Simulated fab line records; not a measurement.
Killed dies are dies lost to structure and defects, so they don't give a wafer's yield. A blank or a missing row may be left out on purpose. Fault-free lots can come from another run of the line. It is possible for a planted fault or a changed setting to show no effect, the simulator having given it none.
Which tool did it? -- flow gf180mcu -- 7 lots (21 wafers sampled), 1 step of a 602-step route

## WHAT THE GAUGES READ, wafer by wafer
GF_V2_THK_MEAS_03.
lot,measured,on,V2_CVD_02_THK (nm)
L263,day 20 09:32,filmMetro-03,864 844 867
L265,day 21 01:04,filmMetro-03,836 854 859
L268,day 22 07:24,filmMetro-02,827 831 838
L273,day 24 04:29,filmMetro-02,858 863 866
L275,day 25 01:37,filmMetro-01,845 848 855
L280,day 26 07:49,filmMetro-01,842 839 850
L283,day 27 04:43,filmMetro-01,875 846 859

## WHICH TOOL RAN EACH LOT (tool, then ch and the chambers of the sampled wafers, then the start)
Before these readings, the record contains no process step.

## THE ANSWER, worked out from the rows above alone
Rule: the usual values come from the lots themselves. Put in order of their means at a reading, lots are off if they are a third of the lots or fewer, leave a main group of 4 or more, and stand apart from it by a gap of 3 or more times the standard deviation of the main group's means; of several such gaps the widest counts. Not used: any main group whose means are identical at the precision the tables above print for the reading. Also off: a lot with no number at a reading for which 4 or more lots have one. The other lots that the step has rows for count as sound.
None of the lots is off at any reading shown; this tells nothing.

## WHAT THE SIMULATOR HAD INSERTED
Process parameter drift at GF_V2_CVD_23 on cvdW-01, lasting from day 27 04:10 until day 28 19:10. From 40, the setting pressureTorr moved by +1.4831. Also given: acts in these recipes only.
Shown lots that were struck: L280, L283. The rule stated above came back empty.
